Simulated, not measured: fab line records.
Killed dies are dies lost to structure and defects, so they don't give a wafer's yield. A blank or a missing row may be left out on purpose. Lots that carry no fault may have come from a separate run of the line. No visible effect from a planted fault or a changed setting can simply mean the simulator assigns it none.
fab line records | flow sky130
record: lots: 6 | wafers: 18 | last-day: 50
route steps=708 shown LOCAL_INTERCONNECT@394 CONTACT@406
lots that met no fault: from a run of the same line without faults
start-h: hours from the record's opening day to when the first of the lot's shown wafers began | wait-h: time in hours since the lot's previous step | " the same as in the row above | L1.1+2: a single row standing in for several wafers | - either no value or no given start | * or withheld: withheld | < > ~ a bound
route shown NAME@n: NAME is a module with steps in the file, n the number in the route of the first one | usual: mean/standard deviation taken from wafers without a fault | same: alike in all rows | chamber/n: place in a boat | sites: the reading at each site | _std_site: the values' standard deviation | _edge_site: inner sites' mean taken away from outer sites' mean | radius-mm: how far each site lies from the wafer's centre | mask NAME#n: copy n | behind: the last tool/chamber to shape the wafer | hold: why the lot went on hold/how many hours it stayed there/how the hold came to an end | device: the n, p or np transistor that did not switch | end of line: the tests these same wafers got at the end of their route | a step with no rows: only its recipe | killed: count of dies lost to structure and defects at first sort (not the wafer's yield) | map: the dies of a wafer, with x for killed, . for not killed, _ for no die there
set.NAME: the setting the step ran with; set.NAME@STEP: the setting that earlier step ran with | model.NAME: the simulator's own value behind a step, which no gauge read
a table for each step, a row for each wafer; lots at some steps of the route
services: a tool's chamber out of use, with start hour (start-h, from the record's first day; less than 0 if before it), hours out, and reason
== steps ==
step: SKY_LOCAL_INTERCONNECT_SOFTBAKE_07
recipe: temp-c: 100 | time-s: 90 | resist: KrF-thick
step: SKY_LOCAL_INTERCONNECT_EXPOSE_08
recipe: mask-id: LI1M | na: 0.8 | source-shape: annular | sigma-inner: 0.55 | sigma-outer: 0.85 | target-cd-nm: 170 | dose-mj: 28.6
step: SKY_LOCAL_INTERCONNECT_PEB_09
recipe: peb-temp-c: withheld | peb-time-s: withheld | resist: KrF-thick
step: SKY_LOCAL_INTERCONNECT_DEVELOP_10
recipe: develop-time-s: 60 | resist: KrF-thick | dev-temp-c: 21
step: SKY_LOCAL_INTERCONNECT_CD_MEAS_11
recipe: target-cd-nm: 170
usual: cd-nm: 170.0/1.4
lot.wafer | tool      | chamber | start-h | wait-h | cd-nm
L214.3    | cd-sem-01 | -       | 706.68  | -      | 168.0
L214.4    | "         | -       | "       | "      | 169.2
L214.5    | "         | -       | "       | "      | 170.5
L219.2    | cd-sem-02 | -       | 759.59  | -      | 169.4
L219.4    | "         | -       | "       | "      | 170.1
L219.5    | "         | -       | "       | "      | 171.0
L229.1    | cd-sem-01 | -       | 838.29  | -      | 171.2
L229.3    | "         | -       | "       | "      | 171.6
L229.4    | "         | -       | "       | "      | 171.3
L232.2    | cd-sem-02 | -       | 850.96  | -      | 170.7
L232.3    | "         | -       | "       | "      | 171.3
L232.4    | "         | -       | "       | "      | 170.4
L235.1    | cd-sem-02 | -       | 875.38  | -      | 172.0
L235.4    | "         | -       | "       | "      | 170.7
L235.5    | "         | -       | "       | "      | 169.9
L237.3    | cd-sem-01 | -       | 881.82  | -      | 170.5
L237.4    | "         | -       | "       | "      | 170.7
L237.5    | "         | -       | "       | "      | 170.8
step: SKY_LOCAL_INTERCONNECT_OVL_MEAS_12
usual: LOCAL_INTERCONNECT_OVL: 0/5
lot.wafer | tool       | chamber | start-h | wait-h | LOCAL_INTERCONNECT_OVL[nm]
L214.3    | overlay-01 | -       | 706.77  | 0.1    | -3
L214.4    | "          | -       | "       | "      | -3
L214.5    | "          | -       | "       | "      | 2
L219.2    | overlay-01 | -       | 759.69  | 0.1    | 3
L219.4    | "          | -       | "       | "      | 5
L219.5    | "          | -       | "       | "      | 0
L229.1    | overlay-01 | -       | 838.41  | 0.1    | 5
L229.3    | "          | -       | "       | "      | 1
L229.4    | "          | -       | "       | "      | 6
L232.2    | overlay-01 | -       | 851.06  | 0.1    | 0
L232.3    | "          | -       | "       | "      | -10
L232.4    | "          | -       | "       | "      | -7
L235.1    | overlay-02 | -       | 875.50  | 0.1    | -2
L235.4    | "          | -       | "       | "      | -2
L235.5    | "          | -       | "       | "      | -1
L237.3    | overlay-02 | -       | 881.91  | 0.1    | 5
L237.4    | "          | -       | "       | "      | -2
L237.5    | "          | -       | "       | "      | 2
step: SKY_LOCAL_INTERCONNECT_ETCH_13
recipe: chemistry: N2/H2 | target: BARC | ion-energy-ev: 200 | bias-w: 100 | pressure-mtorr: 30 | n2-flow-sccm: 100 | h2-flow-sccm: 200 | icp-w: 500 | stop-on: SiO2 | time-s: 45.9 | target-depth-a: 600
usual: drypump-motor-current-A: 5.5/0.41 | oes-product-au: 0.855/0.0048 | throttle-valve-pct: 13.225/0.0079
same: time-s: 45.9
lot.wafer | tool         | chamber | start-h | wait-h | drypump-motor-current-A | oes-product-au | rf-hours-counter-h | throttle-valve-pct
L214.3    | rie-metal-01 | 1       | 706.81  | 0.0    | 5.1                     | 0.851          | -                  | 13.236
L214.4    | "            | 0       | "       | "      | 5.2                     | 0.852          | -                  | 13.228
L214.5    | "            | 0       | "       | "      | 5.2                     | 0.862          | -                  | 13.216
L219.2    | rie-metal-01 | 0       | 759.72  | 0.0    | 5.2                     | 0.862          | 10                 | 13.221
L219.4    | "            | 1       | "       | "      | 5.1                     | 0.860          | -                  | 13.228
L219.5    | "            | 1       | "       | "      | 5.1                     | 0.858          | -                  | 13.208
L229.1    | rie-metal-02 | 1       | 838.44  | 0.0    | 5.3                     | 0.856          | 4                  | 13.239
L229.3    | "            | 0       | "       | "      | 6.2                     | 0.851          | -                  | 13.222
L229.4    | "            | 1       | "       | "      | 5.3                     | 0.866          | -                  | 13.218
L232.2    | rie-metal-01 | 0       | 851.09  | 0.0    | 5.2                     | 0.849          | 13                 | 13.229
L232.3    | "            | 1       | "       | "      | 5.1                     | 0.849          | -                  | 13.225
L232.4    | "            | 0       | "       | "      | 5.2                     | 0.854          | -                  | 13.221
L235.1    | rie-metal-01 | 1       | 875.53  | 0.0    | 5.1                     | 0.860          | 7                  | 13.225
L235.4    | "            | 0       | "       | "      | 5.2                     | 0.856          | -                  | 13.223
L235.5    | "            | 1       | "       | "      | 5.1                     | 0.856          | -                  | 13.216
L237.3    | rie-metal-02 | 1       | 881.95  | 0.0    | 5.3                     | 0.865          | -                  | 13.221
L237.4    | "            | 0       | "       | "      | 6.2                     | 0.857          | -                  | 13.221
L237.5    | "            | 1       | "       | "      | 5.4                     | 0.855          | -                  | 13.216
step: SKY_LOCAL_INTERCONNECT_METAL_ETCH_14
recipe: target-depth-nm: 110 | stop-on: PSG | chemistry: Cl2/BCl3 | target: TiN | resist-sidewall-deg: 88 | pressure-mtorr: 10 | icp-w: 900 | bias-w: 48.5 | Cl2_flow_sccm: 60 | bcl3-flow-sccm: 30 | time-s: 31.4
step: SKY_LOCAL_INTERCONNECT_STRIP_15
recipe: chemistry: O2/N2 | power-w: 1400 | pressure-mtorr: 1500 | platen-temp-c: withheld | o2-flow-sccm: 3000 | n2-flow-sccm: 300 | overash-fraction: 0.5
usual: drypump-motor-current-A: 5.40/0.27 | oes-product-au: 0.427/0.0045 | strip-time-to-endpoint-s: 4.719/0.023
same: overash-fraction: 0.5
lot.wafer | tool            | chamber | start-h | wait-h | drypump-motor-current-A | oes-product-au | rf-hours-counter-h | strip-time-to-endpoint-s
L214.3    | plasma-asher-01 | 0       | 706.94  | 0.1    | 5.57                    | 0.427          | -                  | 4.681
L214.4    | "               | 1       | "       | "      | 5.21                    | 0.434          | -                  | 4.664
L214.5    | "               | 0       | "       | "      | 5.56                    | 0.431          | -                  | 4.691
L219.2    | plasma-asher-02 | 0       | 759.84  | 0.0    | 5.14                    | 0.423          | 1                  | 4.699
L219.4    | "               | 1       | "       | "      | 5.90                    | 0.430          | -                  | 4.711
L219.5    | "               | 0       | "       | "      | 5.13                    | 0.429          | -                  | 4.703
L229.1    | plasma-asher-04 | 1       | 838.56  | 0.0    | 5.65                    | 0.427          | 104                | 4.756
L229.3    | "               | 0       | "       | "      | 5.09                    | 0.426          | -                  | 4.729
L229.4    | "               | 1       | "       | "      | 5.64                    | 0.420          | -                  | 4.724
L232.2    | plasma-asher-02 | 0       | 851.21  | 0.0    | 5.11                    | 0.422          | 10                 | 4.710
L232.3    | "               | 0       | "       | "      | 5.11                    | 0.424          | -                  | 4.675
L232.4    | "               | 1       | "       | "      | 5.88                    | 0.429          | -                  | 4.708
L235.1    | plasma-asher-01 | 0       | 875.65  | 0.0    | 5.57                    | 0.430          | 43                 | 4.692
L235.4    | "               | 1       | "       | "      | 5.18                    | 0.430          | -                  | 4.714
L235.5    | "               | 0       | "       | "      | 5.58                    | 0.419          | -                  | 4.686
L237.3    | plasma-asher-01 | 1       | 882.08  | 0.1    | 5.19                    | 0.423          | -                  | 4.759
L237.4    | "               | 0       | "       | "      | 5.55                    | 0.434          | -                  | 4.726
L237.5    | "               | 1       | "       | "      | 5.18                    | 0.425          | -                  | 4.766
step: SKY_LOCAL_INTERCONNECT_STRIP_16
recipe: chemistry: post-etch-residue-remover | time-s: 1200 | temp-c: 72.5
step: SKY_LOCAL_INTERCONNECT_CLEAN_17
recipe: chemistry: IPA | time-s: 180 | temp-c: 25
step: SKY_LOCAL_INTERCONNECT_CLEAN_18
recipe: chemistry: O3/DIW | dry: n2-spin
step: SKY_CONTACT_CVD_00
recipe: material: Si3N4 | target-thk-nm: 75 | temp-c: 400 | time-s: withheld | rf-w: 450
usual: heater-power-w: 694/140
lot.wafer | tool     | chamber | start-h | wait-h | heater-power-w | model.Si3N4_of_CONTACT_CVD_00.thk-nm
L214.3    | pecvd-02 | 0       | 707.50  | 0.0    | 559            | 75.01
L214.4    | "        | 1       | "       | "      | 809            | 76.79
L214.5    | "        | 2       | "       | "      | 631            | 76.46
L219.2    | pecvd-03 | 2       | 760.43  | 0.0    | 953            | 72.9
L219.4    | "        | 2       | "       | "      | 921            | 74.87
L219.5    | "        | 0       | "       | "      | 731            | 75.48
L229.1    | pecvd-03 | 0       | 839.25  | 0.0    | 722            | 89.6
L229.3    | "        | 0       | "       | "      | 732            | 91.41
L229.4    | "        | 2       | "       | "      | 947            | 90.04
L232.2    | pecvd-03 | 0       | 851.89  | 0.0    | 616            | 89.54
L232.3    | "        | 2       | "       | "      | 942            | 88.38
L232.4    | "        | 2       | "       | "      | 940            | 89.68
L235.1    | pecvd-02 | 2       | 876.25  | 0.0    | 622            | 74.74
L235.4    | "        | 2       | "       | "      | 607            | 74.93
L235.5    | "        | 1       | "       | "      | 928            | 76.06
L237.3    | pecvd-02 | 1       | 882.68  | 0.0    | 832            | 74.24
L237.4    | "        | 0       | "       | "      | 536            | 74.81
L237.5    | "        | 2       | "       | "      | 609            | 75.35
step: SKY_CONTACT_THK_MEAS_01
recipe: reads: Si3N4_of_CONTACT_CVD_00
usual: CONTACT_CVD_00_THK: 75.0/1.2
lot.wafer | tool          | chamber | start-h | wait-h | hold                     | CONTACT_CVD_00_THK[nm]
L214.3    | film-metro-02 | -       | 707.55  | -      | -                        | 74.9
L214.4    | "             | -       | "       | "      | -                        | 76.8
L214.5    | "             | -       | "       | "      | -                        | 76.5
L219.2    | film-metro-04 | -       | 760.47  | -      | -                        | 72.9
L219.4    | "             | -       | "       | "      | -                        | 74.9
L219.5    | "             | -       | "       | "      | -                        | 75.5
L229.1    | film-metro-02 | -       | 839.30  | -      | await-dispo/0.2h/release | 89.6
L229.3    | "             | -       | "       | "      | await-dispo/0.2h/release | 91.3
L229.4    | "             | -       | "       | "      | await-dispo/0.2h/release | 90.0
L229.1    | film-metro-02 | -       | 839.52  | 0.2    | -                        | 89.6
L229.3    | "             | -       | "       | "      | -                        | 91.5
L229.4    | "             | -       | "       | "      | -                        | 90.0
L232.2    | film-metro-02 | -       | 851.93  | -      | await-dispo/0.2h/release | 89.6
L232.3    | "             | -       | "       | "      | await-dispo/0.2h/release | 88.5
L232.4    | "             | -       | "       | "      | await-dispo/0.2h/release | 89.6
L232.2    | film-metro-02 | -       | 852.16  | 0.2    | -                        | 89.5
L232.3    | "             | -       | "       | "      | -                        | 88.5
L232.4    | "             | -       | "       | "      | -                        | 89.7
L235.1    | film-metro-02 | -       | 876.28  | -      | -                        | 74.7
L235.4    | "             | -       | "       | "      | -                        | 74.9
L235.5    | "             | -       | "       | "      | -                        | 76.0
L237.3    | film-metro-02 | -       | 882.73  | -      | -                        | 74.2
L237.4    | "             | -       | "       | "      | -                        | 74.9
L237.5    | "             | -       | "       | "      | -                        | 75.3
step: SKY_CONTACT_THK_MEAS_03
recipe: reads: SiO2_of_CONTACT_HDPCVD_02
usual: CONTACT_HDPCVD_THK: 565/7
lot.wafer | tool          | chamber | start-h | wait-h | CONTACT_HDPCVD_THK[nm]
L214.3    | film-metro-04 | -       | 707.68  | 0.1    | 566
L214.4    | "             | -       | "       | "      | 565
L214.5    | "             | -       | "       | "      | 571
L219.2    | film-metro-01 | -       | 760.60  | 0.0    | 574
L219.4    | "             | -       | "       | "      | 579
L219.5    | "             | -       | "       | "      | 569
L229.1    | film-metro-04 | -       | 848.00  | 0.1    | 560
L229.3    | "             | -       | "       | "      | 559
L229.4    | "             | -       | "       | "      | 556
L232.2    | film-metro-04 | -       | 854.05  | 0.0    | 562
L232.3    | "             | -       | "       | "      | 556
L232.4    | "             | -       | "       | "      | 555
L235.1    | film-metro-04 | -       | 876.41  | 0.0    | 568
L235.4    | "             | -       | "       | "      | 560
L235.5    | "             | -       | "       | "      | 562
L237.3    | film-metro-01 | -       | 882.86  | 0.1    | 558
L237.4    | "             | -       | "       | "      | 552
L237.5    | "             | -       | "       | "      | 562
step: SKY_CONTACT_CMP_04
recipe: material: SiO2 | down-force-psi: 4 | platen-rpm: 60 | pad-velocity-m-s: 0.94248
usual: motor-current-A: 12.4/1.2
lot.wafer | tool   | chamber | start-h | wait-h | motor-current-A
L214.4    | cmp-02 | 1       | 707.72  | 0.0    | 13.8
L214.3    | "      | 3       | "       | "      | 13.6
L214.5    | "      | 1       | "       | "      | 14.2
L219.4    | cmp-02 | 1       | 760.70  | 0.1    | 13.8
L219.2    | "      | 3       | "       | "      | 13.2
L219.5    | "      | 0       | "       | "      | 10.7
L229.4    | cmp-01 | 1       | 848.06  | 0.0    | 11.6
L229.1    | "      | 2       | "       | "      | 11.5
L229.3    | "      | 0       | "       | "      | 12.9
L232.2    | cmp-02 | 0       | 854.10  | 0.0    | 11.0
L232.4    | "      | 1       | "       | "      | 14.4
L232.3    | "      | 2       | "       | "      | 13.5
L235.1    | cmp-01 | 1       | 876.47  | 0.1    | 11.1
L235.4    | "      | 2       | "       | "      | 10.8
L235.5    | "      | 2       | "       | "      | 11.7
L237.4    | cmp-01 | 1       | 882.95  | 0.1    | 11.0
L237.3    | "      | 3       | "       | "      | 12.1
L237.5    | "      | 0       | "       | "      | 13.0
step: SKY_CONTACT_BOW_MEAS_05
recipe: mode: bow
usual: CONTACT_BOW: 82/6.7
lot.wafer | tool          | chamber | start-h | wait-h | CONTACT_BOW[um]
L214.3    | film-metro-02 | -       | 708.06  | 0.2    | 74
L214.4    | "             | -       | "       | "      | 72
L214.5    | "             | -       | "       | "      | 81
L219.2    | film-metro-02 | -       | 760.97  | 0.1    | 75
L219.4    | "             | -       | "       | "      | 80
L219.5    | "             | -       | "       | "      | 88
L229.1    | film-metro-04 | -       | 848.36  | 0.2    | 81
L229.3    | "             | -       | "       | "      | 84
L229.4    | "             | -       | "       | "      | 84
L232.2    | film-metro-02 | -       | 854.42  | 0.3    | 77
L232.3    | "             | -       | "       | "      | 83
L232.4    | "             | -       | "       | "      | 77
L235.1    | film-metro-02 | -       | 876.77  | 0.2    | 71
L235.4    | "             | -       | "       | "      | 90
L235.5    | "             | -       | "       | "      | 84
L237.3    | film-metro-02 | -       | 883.24  | 0.1    | 82
L237.4    | "             | -       | "       | "      | 82
L237.5    | "             | -       | "       | "      | 87
step: SKY_CONTACT_DEHYDRATE_06
recipe: temp-c: 200 | time-s: 60
step: SKY_CONTACT_HMDS_07
recipe: prime-time-s: 60 | prime-temp-c: 120
step: SKY_CONTACT_COAT_08
recipe: resist: BARC | temp-c: withheld | time-s: withheld | spin-rpm: 3000 | resist-thk-nm: 60
step: SKY_CONTACT_COAT_09
recipe: resist: KrF-thick | spin-rpm: 3000 | resist-thk-nm: 444.6
step: SKY_CONTACT_SOFTBAKE_10
recipe: temp-c: 100 | time-s: 90 | resist: KrF-thick
step: SKY_CONTACT_EXPOSE_11
recipe: mask-id: CTM1 | na: 0.8 | source-shape: annular | sigma-inner: 0.55 | sigma-outer: 0.85 | target-cd-nm: 170 | dose-mj: 38
step: SKY_CONTACT_PEB_12
recipe: peb-temp-c: withheld | peb-time-s: withheld | resist: KrF-thick
step: SKY_CONTACT_DEVELOP_13
recipe: develop-time-s: 60 | resist: KrF-thick | dev-temp-c: 21
step: SKY_CONTACT_CD_MEAS_14
recipe: target-cd-nm: 170
usual: cd-nm: 170.1/1.4
lot.wafer | tool      | chamber | start-h | wait-h | cd-nm
L214.3    | cd-sem-01 | -       | 735.57  | -      | 172.0
L214.4    | "         | -       | "       | "      | 171.1
L214.5    | "         | -       | "       | "      | 170.4
L219.2    | cd-sem-01 | -       | 787.85  | -      | 171.1
L219.4    | "         | -       | "       | "      | 170.7
L219.5    | "         | -       | "       | "      | 170.2
L229.1    | cd-sem-01 | -       | 866.09  | -      | 170.9
L229.3    | "         | -       | "       | "      | 171.1
L229.4    | "         | -       | "       | "      | 170.9
L232.2    | cd-sem-01 | -       | 878.15  | -      | 169.8
L232.3    | "         | -       | "       | "      | 169.3
L232.4    | "         | -       | "       | "      | 170.2
L235.1    | cd-sem-01 | -       | 902.44  | -      | 171.3
L235.4    | "         | -       | "       | "      | 169.2
L235.5    | "         | -       | "       | "      | 170.7
L237.3    | cd-sem-01 | -       | 909.37  | -      | 171.1
L237.4    | "         | -       | "       | "      | 169.9
L237.5    | "         | -       | "       | "      | 170.5
step: SKY_CONTACT_OVL_MEAS_15
usual: CONTACT_OVL: 4/5.6
lot.wafer | tool       | chamber | start-h | wait-h | CONTACT_OVL[nm]
L214.3    | overlay-01 | -       | 735.66  | 0.1    | 5
L214.4    | "          | -       | "       | "      | 1
L214.5    | "          | -       | "       | "      | -3
L219.2    | overlay-02 | -       | 787.96  | 0.1    | 5
L219.4    | "          | -       | "       | "      | 0
L219.5    | "          | -       | "       | "      | 7
L229.1    | overlay-02 | -       | 866.21  | 0.1    | 0
L229.3    | "          | -       | "       | "      | 2
L229.4    | "          | -       | "       | "      | 6
L232.2    | overlay-01 | -       | 878.26  | 0.1    | 8
L232.3    | "          | -       | "       | "      | 2
L232.4    | "          | -       | "       | "      | 12
L235.1    | overlay-01 | -       | 902.56  | 0.1    | 2
L235.4    | "          | -       | "       | "      | 6
L235.5    | "          | -       | "       | "      | 1
L237.3    | overlay-02 | -       | 909.47  | 0.1    | 5
L237.4    | "          | -       | "       | "      | 6
L237.5    | "          | -       | "       | "      | 5
step: SKY_CONTACT_ETCH_16
recipe: chemistry: N2/H2 | target: BARC | ion-energy-ev: 200 | source-w: 500 | bias-w: 100 | pressure-mtorr: 30 | n2-flow-sccm: 100 | h2-flow-sccm: 200 | stop-on: SiO2 | time-s: 45.9 | target-depth-a: 600
usual: drypump-motor-current-A: 5.7/0.38 | oes-product-au: 0.854/0.0048 | throttle-valve-pct: 13.224/0.0093
same: time-s: 45.9
lot.wafer | tool        | chamber | start-h | wait-h | drypump-motor-current-A | oes-product-au | rf-hours-counter-h | throttle-valve-pct
L214.3    | rie-diel-02 | 2       | 735.68  | 0.0    | 5.1                     | 0.855          | 7                  | 13.222
L214.4    | "           | 3       | "       | "      | 5.5                     | 0.863          | 25                 | 13.207
L214.5    | "           | 2       | "       | "      | 5.1                     | 0.850          | -                  | 13.230
L219.2    | rie-diel-02 | 3       | 787.99  | 0.0    | 5.5                     | 0.860          | 26                 | 13.224
L219.4    | "           | 1       | "       | "      | 5.5                     | 0.854          | 11                 | 13.211
L219.5    | "           | 0       | "       | "      | 5.9                     | 0.856          | -                  | 13.237
L229.1    | rie-diel-04 | 3       | 866.24  | 0.0    | 6.0                     | 0.857          | 12                 | 13.237
L229.3    | "           | 1       | "       | "      | 6.0                     | 0.850          | 20                 | 13.222
L229.4    | "           | 0       | "       | "      | 6.1                     | 0.843          | 2                  | 13.218
L232.2    | rie-diel-04 | 1       | 878.29  | 0.0    | 6.0                     | 0.850          | 20                 | 13.217
L232.3    | "           | 3       | "       | "      | 6.1                     | 0.864          | 13                 | 13.221
L232.4    | "           | 1       | "       | "      | 6.0                     | 0.851          | -                  | 13.239
L235.1    | rie-diel-01 | 3       | 902.59  | 0.0    | 6.4                     | 0.856          | 26                 | 13.228
L235.4    | "           | 1       | "       | "      | 5.4                     | 0.862          | 10                 | 13.228
L235.5    | "           | 1       | "       | "      | 5.4                     | 0.857          | -                  | 13.231
L237.3    | rie-diel-04 | 1       | 909.49  | 0.0    | 6.0                     | 0.860          | 22                 | 13.234
L237.4    | "           | 0       | "       | "      | 6.1                     | 0.857          | 3                  | 13.217
L237.5    | "           | 2       | "       | "      | 5.9                     | 0.860          | -                  | 13.218
step: SKY_CONTACT_ETCH_17
recipe: target: SiO2 | chemistry: C4F8/O2/Ar | stop-on: Si3N4 | mask-material: KrF-thick | source-w: 1500 | bias-w: 1200 | pressure-mtorr: 40 | c4f8-flow-sccm: withheld | O2_flow_sccm: 6 | Ar_flow_sccm: 300 | time-s: withheld | target-depth-a: 3400
step: SKY_CONTACT_ETCH_18
recipe: target: Si3N4 | chemistry: CHF3/O2 | stop-on: TiN | source-w: 600 | bias-w: 200 | pressure-mtorr: 40 | chf3-flow-sccm: 50 | O2_flow_sccm: 5 | time-s: 39 | target-depth-a: 750
usual: drypump-motor-current-A: 5.7/0.38 | oes-product-au: 0.855/0.0089 | throttle-valve-pct: 8.793/0.0099
same: time-s: 39
lot.wafer | tool        | chamber | start-h | wait-h | drypump-motor-current-A | oes-product-au | rf-hours-counter-h | throttle-valve-pct | model.etch.depth-nm
L214.3    | rie-diel-02 | 2       | -       | -      | 5.0                     | 0.854          | 7                  | 8.807              | 75.01
L214.4    | "           | 3       | "       | "      | 5.5                     | 0.865          | 25                 | 8.808              | 76.79
L214.5    | "           | 2       | "       | "      | 5.0                     | 0.868          | -                  | 8.791              | 76.46
L219.2    | rie-diel-02 | 3       | -       | -      | 5.5                     | 0.841          | 26                 | 8.796              | 72.9
L219.4    | "           | 1       | "       | "      | 5.5                     | 0.856          | 11                 | 8.785              | 74.87
L219.5    | "           | 0       | "       | "      | 5.9                     | 0.849          | -                  | 8.794              | 75.48
L229.1    | rie-diel-04 | 3       | -       | -      | 6.0                     | 0.943          | 12                 | 8.825              | 89.6
L229.3    | "           | 1       | "       | "      | 6.0                     | 0.955          | 20                 | 8.820              | 91.41
L229.4    | "           | 0       | "       | "      | 6.1                     | 0.951          | 2                  | 8.805              | 90.04
L232.2    | rie-diel-04 | 1       | -       | -      | 6.0                     | 0.937          | 21                 | 8.827              | 89.54
L232.3    | "           | 3       | "       | "      | 6.0                     | 0.941          | 13                 | 8.824              | 88.38
L232.4    | "           | 1       | "       | "      | 6.0                     | 0.944          | -                  | 8.822              | 89.68
L235.1    | rie-diel-01 | 3       | -       | -      | 6.3                     | 0.855          | 26                 | 8.783              | 74.74
L235.4    | "           | 1       | "       | "      | 5.4                     | 0.848          | 11                 | 8.795              | 74.93
L235.5    | "           | 1       | "       | "      | 5.4                     | 0.859          | -                  | 8.799              | 76.06
L237.3    | rie-diel-04 | 1       | -       | -      | 6.0                     | 0.850          | 22                 | 8.788              | 74.24
L237.4    | "           | 0       | "       | "      | 6.1                     | 0.852          | 3                  | 8.799              | 74.81
L237.5    | "           | 2       | "       | "      | 5.8                     | 0.854          | -                  | 8.782              | 75.35
step: SKY_CONTACT_STRIP_19
recipe: chemistry: O2/N2 | power-w: 1400 | pressure-mtorr: 1500 | platen-temp-c: withheld | o2-flow-sccm: 3000 | n2-flow-sccm: 300 | overash-fraction: 0.5
usual: drypump-motor-current-A: 5.6/0.36 | oes-product-au: 0.379/0.005 | strip-time-to-endpoint-s: 3.56/0.057
same: overash-fraction: 0.5
lot.wafer | tool            | chamber | start-h | wait-h | drypump-motor-current-A | oes-product-au | rf-hours-counter-h | strip-time-to-endpoint-s
L214.3    | plasma-asher-04 | 1       | 735.85  | -      | 5.7                     | 0.381          | -                  | 3.61
L214.4    | "               | 0       | "       | "      | 5.1                     | 0.372          | -                  | 3.53
L214.5    | "               | 1       | "       | "      | 5.6                     | 0.378          | -                  | 3.61
L219.2    | plasma-asher-03 | 0       | 788.12  | -      | 5.7                     | 0.375          | 66                 | 3.50
L219.4    | "               | 1       | "       | "      | 6.1                     | 0.385          | -                  | 3.68
L219.5    | "               | 1       | "       | "      | 6.1                     | 0.383          | -                  | 3.60
L229.1    | plasma-asher-04 | 1       | 866.37  | -      | 5.7                     | 0.374          | 107                | 3.58
L229.3    | "               | 0       | "       | "      | 5.1                     | 0.377          | -                  | 3.56
L229.4    | "               | 1       | "       | "      | 5.6                     | 0.379          | -                  | 3.48
L232.2    | plasma-asher-04 | 0       | 878.42  | -      | 5.1                     | 0.374          | 108                | 3.62
L232.3    | "               | 0       | "       | "      | 5.1                     | 0.379          | -                  | 3.59
L232.4    | "               | 1       | "       | "      | 5.6                     | 0.386          | -                  | 3.56
L235.1    | plasma-asher-02 | 1       | 902.73  | -      | 5.9                     | 0.376          | 16                 | 3.57
L235.4    | "               | 1       | "       | "      | 5.9                     | 0.378          | -                  | 3.57
L235.5    | "               | 1       | "       | "      | 5.9                     | 0.377          | -                  | 3.59
L237.3    | plasma-asher-02 | 0       | 909.66  | -      | 5.1                     | 0.383          | -                  | 3.61
L237.4    | "               | 1       | "       | "      | 5.9                     | 0.384          | -                  | 3.55
L237.5    | "               | 0       | "       | "      | 5.2                     | 0.382          | -                  | 3.50
== services ==
tool            | chamber | start-h | hours | kind
rie-diel-04     | 0       | 687.93  | 3.2   | repair
pecvd-02        | -       | 702.54  | 1.8   | repair
cmp-01          | -       | 703.47  | 0.6   | repair
plasma-asher-04 | -       | 704.86  | 4.5   | repair
pecvd-03        | -       | 705.70  | 2.8   | pm
cmp-01          | -       | 719.75  | 0.9   | repair
rie-metal-01    | 0       | 719.89  | 3.8   | repair
pecvd-02        | 2       | 729.84  | 4.0   | repair
rie-diel-04     | 3       | 733.13  | 9.9   | repair
plasma-asher-02 | -       | 733.75  | 9.0   | pm
rie-diel-02     | 0       | 740.35  | 6.1   | repair
rie-diel-04     | -       | 742.72  | 1.7   | repair
pecvd-02        | 1       | 743.23  | 4.2   | repair
cmp-02          | -       | 744.34  | 4.0   | pm
plasma-asher-02 | -       | 755.00  | 0.4   | repair
cmp-01          | -       | 755.97  | 0.5   | repair
plasma-asher-02 | -       | 756.60  | 2.8   | pm
cmp-01          | -       | 759.96  | 2.9   | repair
cmp-02          | -       | 764.69  | 0.8   | repair
cmp-02          | -       | 772.91  | 6.7   | repair
plasma-asher-04 | -       | 820.85  | 1.5   | repair
rie-diel-04     | 0       | 828.41  | 6.8   | repair
rie-diel-04     | -       | 842.36  | 15.6  | pm
rie-diel-04     | 2       | 877.99  | 6.4   | repair
== key ==
first-sign: step: SKY_CONTACT_THK_MEAS_01 | reading: visit | direction: added
effect: step: SKY_CONTACT_THK_MEAS_01 | reading: CONTACT_CVD_00_THK | direction: up | sigmas: 12 | usual: 75.0 | struck: 89.8
effect: step: SKY_CONTACT_ETCH_18 | reading: oes-product-au | direction: up | sigmas: 10 | usual: 0.855 | struck: 0.945
model-effect: step: SKY_CONTACT_CVD_00 | value: Si3N4_of_CONTACT_CVD_00.thk-nm | without: 75.11 | struck: 89.78
model-effect: step: SKY_CONTACT_ETCH_18 | value: etch.depth-nm | without: 75.11 | struck: 89.78
met-at SKY_CONTACT_CVD_00
struck-wafers L229.1,L229.3,L229.4,L232.2,L232.3,L232.4
sort-left-out L232.2,L232.3,L232.4
tester-left-out L229,L232
onset-between 760.43 839.25
fault: kind: process-parameter-drift | tool: pecvd-03 | chamber: - | onset-h: 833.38 | steps: SKY_CONTACT_CVD_00 | channel: time-s | offset: withheld | shape: step | end-h: 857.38 | acts-in: *
tester-left-out: of these lots the tester's yield and bins aren't shown, on N5 and GAA mostly nor the transistor test; their killed dies are dies lost to structure and defects alone, not to doping, threshold or leakage, so they don't give the yield
sort-left-out: the simulated sort isn't trusted on such a fault, so these wafers' sort isn't shown, and their yield isn't known
